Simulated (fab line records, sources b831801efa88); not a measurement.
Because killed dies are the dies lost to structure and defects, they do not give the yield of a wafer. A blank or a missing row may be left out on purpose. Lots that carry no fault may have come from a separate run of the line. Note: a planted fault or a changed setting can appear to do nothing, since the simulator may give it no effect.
Split-lot study    flow sfq line    on a route of 325 steps: 5 lots, 23 wafers read

## ON THE SPLIT
At SFQ_TRILAYER_L0_VIA_LITHO_COAT_013 (resist thk 650 nm), the setting resist thk nm was moved away from the recipe's 650 nm on 8 of the 23 wafers read, by -5.4% to -2.2%. All remaining wafers had this setting at the recipe value.

## FROM THE SPLIT TO THE READING: what the file shows between them, 3 steps
- SFQ_TRILAYER_L0_VIA_LITHO_SOFTBAKE_017
- SFQ_TRILAYER_L0_VIA_LITHO_EXPOSE_014: exposes mask L0V, target cd 700 nm
- SFQ_TRILAYER_L0_VIA_LITHO_DEVELOP_015: time 60 s

## THE READING
KrF_of_TRILAYER_L0_VIA_LITHO_COAT_013.thk nm (the simulator's own value, which no gauge read), in nm, at SFQ_TRILAYER_L0_VIA_BARC_OPEN_VIA_ETCH_021 (etches BARC in O2, target depth 125 nm, time 43.58 s). The file does not state a usual value for it. The 15 wafers here that ran the recipe average 572.8 nm, standard deviation 1.5 nm.

wafer   tool, chamber at the split  resist thk nm as run, nm  against the recipe  KrF_of_TRILAYER_L0_VIA_LITHO_COAT_013.thk nm, nm  against lot-mates on the recipe
L074.2  litho track-03, 0           650                       recipe              572.8                                             -
L074.4  litho track-03, 0           650                       recipe              573.9                                             -
L074.5  litho track-03, 0           650                       recipe              575.1                                             -
L076.2  litho track-01, 0           628.6                     -3.3%               550.2                                             -24.6
L076.3  litho track-01, 0           650                       recipe              575.4                                             -
L076.4  litho track-01, 0           628.6                     -3.3%               551.3                                             -23.5
L076.5  litho track-01, 0           628.6                     -3.3%               551.9                                             -22.9
L076.6  litho track-01, 0           650                       recipe              574.3                                             -
L078.1  litho track-01, 0           650                       recipe              572.9                                             -
L078.2  litho track-01, 0           650                       recipe              573                                               -
L078.3  litho track-01, 0           650                       recipe              573.9                                             -
L078.4  litho track-01, 0           650                       recipe              570                                               -
L078.5  litho track-01, 0           650                       recipe              572.5                                             -
L080.2  litho track-02, 0           650                       recipe              570.8                                             -
L080.3  litho track-02, 0           636                       -2.2%               560                                               -12.0
L080.4  litho track-02, 0           650                       recipe              573.3                                             -
L080.5  litho track-02, 0           636                       -2.2%               558.9                                             -13.1
L080.6  litho track-02, 0           636                       -2.2%               558                                               -14.0
L083.1  litho track-02, 0           650                       recipe              571.5                                             -
L083.3  litho track-02, 0           650                       recipe              571.6                                             -
L083.4  litho track-02, 0           614.8                     -5.4%               537                                               -34.4
L083.5  litho track-02, 0           650                       recipe              571.1                                             -
L083.6  litho track-02, 0           614.8                     -5.4%               535                                               -36.4

THE FIT
A straight line over all 23 wafers: KrF_of_TRILAYER_L0_VIA_LITHO_COAT_013.thk nm changes by +6.7 nm for each +1% of resist thk nm; r = +0.99; the points scatter about the line by 1.4 nm.
The same after taking each lot's own level away (the mean of its wafers on the recipe; 23 wafers): +6.69 nm for each +1%; r = +0.99; scatter 1.3 nm.
According to that fit, moving resist thk nm by its largest amount changes the reading by 36 nm.
The lots' own levels span 571.40 to 574.85 nm, that is 2.3 times the standard deviation above.
The two slopes are in agreement: the lot-to-lot level therefore moves the slope only a little.
Check: -36.9 nm against its lot-mates is what the line predicts for one of the wafers moved furthest among these (-5.4%) when that wafer is left out of the fit. Against them it came out at -34.4 nm.

## THESE WAFERS: OTHER SPLITS
Note: prior to the reading, these wafers also went through further splits. Each is held against what the fit with the lots' levels taken away leaves over:
other split on the same wafers                    wafers away from the commonest value  r with KrF_of_TRILAYER_L0_VIA_LITHO_COAT_013.thk nm (lot level and that fit taken away)
SFQ_TRILAYER_INCOMING_OXIDATION_002 ox time s     18                                    +0.03
SFQ_TRILAYER_L0_LITHO_COAT_005 spin rpm           8                                     -0.37
SFQ_TRILAYER_L0_VIA_LITHO_COAT_018 resist thk nm  11                                    +0.25

## THE WHOLE CHAIN: every reading that the file lists as answering this split, in the file's order
step                                        what it does                                          reading                                                                                        change (the file's fit)               r (the file's)
SFQ_TRILAYER_L0_VIA_LITHO_COAT_013          resist thk 650 nm                                     KrF_of_TRILAYER_L0_VIA_LITHO_COAT_013.thk nm (the simulator's own value, which no gauge read)  +6.53 nm for each +1% of the setting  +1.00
SFQ_TRILAYER_L0_VIA_BARC_OPEN_VIA_ETCH_021  etches BARC in O2, target depth 125 nm, time 43.58 s  KrF_of_TRILAYER_L0_VIA_LITHO_COAT_013.thk nm (the simulator's own value, which no gauge read)  +6.65 nm for each +1% of the setting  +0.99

## THE FILE'S OWN FIT
KrF_of_TRILAYER_L0_VIA_LITHO_COAT_013.thk nm changes by +6.65 nm for each +1% of resist thk nm, r = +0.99.
